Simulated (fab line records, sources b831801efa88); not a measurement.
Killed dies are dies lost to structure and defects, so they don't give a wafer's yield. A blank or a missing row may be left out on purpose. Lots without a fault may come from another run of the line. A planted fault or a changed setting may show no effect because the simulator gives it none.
Split-lot experiment | flow sfq_line | 5 lots, 23 wafers read, on a route of 325 steps

THE SPLIT
At SFQ_TRILAYER_JJ_TRILAYER_DEP_SPUTTER_110 (material Al, target thk 8 nm, time 10 s), the setting power_w was moved away from the recipe's 500 W on 10 of the 23 wafers read, by -4.4% to +11.2%. The other wafers ran this setting at the recipe's value.

The reading is taken at the split's own step.

THE READING
Al_of_TRILAYER_JJ_TRILAYER_DEP_SPUTTER_110.thk_nm (the simulator's own value, which no gauge read), in nm, at SFQ_TRILAYER_JJ_TRILAYER_DEP_SPUTTER_110 (material Al, target thk 8 nm, time 10 s). The file gives no usual value for it. The 13 wafers here that ran the recipe average 8.101 nm, standard deviation 0.2 nm.

wafer  | tool, chamber at the split | power_w as run, W | against the recipe | Al_of_TRILAYER_JJ_TRILAYER_DEP_SPUTTER_110.thk_nm, nm | against lot-mates on the recipe
L078.4 | pvd_sputter-04, -          | 500               | recipe             | 8.203                                                 | -
L078.5 | pvd_sputter-04, -          | 500               | recipe             | 8.181                                                 | -
L078.6 | pvd_sputter-04, -          | 500               | recipe             | 8.497                                                 | -
L079.1 | pvd_sputter-04, -          | 500               | recipe             | 8.148                                                 | -
L079.3 | pvd_sputter-04, -          | 547.1             | +9.4%              | 8.915                                                 | +0.627
L079.4 | pvd_sputter-04, -          | 500               | recipe             | 8.362                                                 | -
L079.5 | pvd_sputter-04, -          | 547.1             | +9.4%              | 8.903                                                 | +0.615
L079.6 | pvd_sputter-04, -          | 500               | recipe             | 8.353                                                 | -
L080.1 | pvd_sputter-03, -          | 545.1             | +9.0%              | 8.662                                                 | +0.740
L080.2 | pvd_sputter-03, -          | 500               | recipe             | 8.019                                                 | -
L080.3 | pvd_sputter-03, -          | 545.1             | +9.0%              | 8.723                                                 | +0.801
L080.4 | pvd_sputter-03, -          | 500               | recipe             | 7.826                                                 | -
L080.6 | pvd_sputter-03, -          | 545.1             | +9.0%              | 8.894                                                 | +0.972
L084.1 | pvd_sputter-04, -          | 478.2             | -4.4%              | 7.897                                                 | -0.037
L084.2 | pvd_sputter-04, -          | 500               | recipe             | 7.932                                                 | -
L084.4 | pvd_sputter-04, -          | 478.2             | -4.4%              | 7.667                                                 | -0.268
L084.5 | pvd_sputter-04, -          | 500               | recipe             | 7.937                                                 | -
L084.6 | pvd_sputter-04, -          | 478.2             | -4.4%              | 7.907                                                 | -0.027
L085.1 | pvd_sputter-05, -          | 556               | +11.2%             | 8.683                                                 | +0.732
L085.2 | pvd_sputter-05, -          | 500               | recipe             | 7.966                                                 | -
L085.3 | pvd_sputter-05, -          | 556               | +11.2%             | 8.794                                                 | +0.843
L085.5 | pvd_sputter-05, -          | 500               | recipe             | 7.878                                                 | -
L085.6 | pvd_sputter-05, -          | 500               | recipe             | 8.009                                                 | -

THE FIT
A straight line over all 23 wafers: Al_of_TRILAYER_JJ_TRILAYER_DEP_SPUTTER_110.thk_nm changes by +0.0691 nm for each +1% of power_w; r = +0.90; the points scatter about the line by 0.18 nm.
The same after taking each lot's own level away (the mean of its wafers on the recipe; 23 wafers): +0.0694 nm for each +1%; r = +0.94; scatter 0.13 nm.
On that fit, the largest move of power_w shifts the reading by 0.78 nm.
The lots' own levels span 7.9225 to 8.2937 nm, that is 1.9 times the standard deviation above.
So the lot-to-lot level changes the slope little: the two slopes agree.
Check: with one of the wafers moved furthest among these (+11.2%) left out of the fit, the line predicts +0.849 nm for it against its lot-mates. It came out at +0.732 nm against them.

OTHER SPLITS ON THESE WAFERS
These wafers also went through other splits before the reading. Each is held against what the fit with the lots' levels taken away leaves over:
other split on the same wafers                 | wafers away from the commonest value | r with Al_of_TRILAYER_JJ_TRILAYER_DEP_SPUTTER_110.thk_nm (lot level and that fit taken away)
SFQ_TRILAYER_I4_VIA_ETCH_VIA_ETCH_106 source_w | 9                                    | -0.30

THE FILE'S OWN FIT
Al_of_TRILAYER_JJ_TRILAYER_DEP_SPUTTER_110.thk_nm changes by +0.0722 nm for each +1% of power_w, r = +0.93.
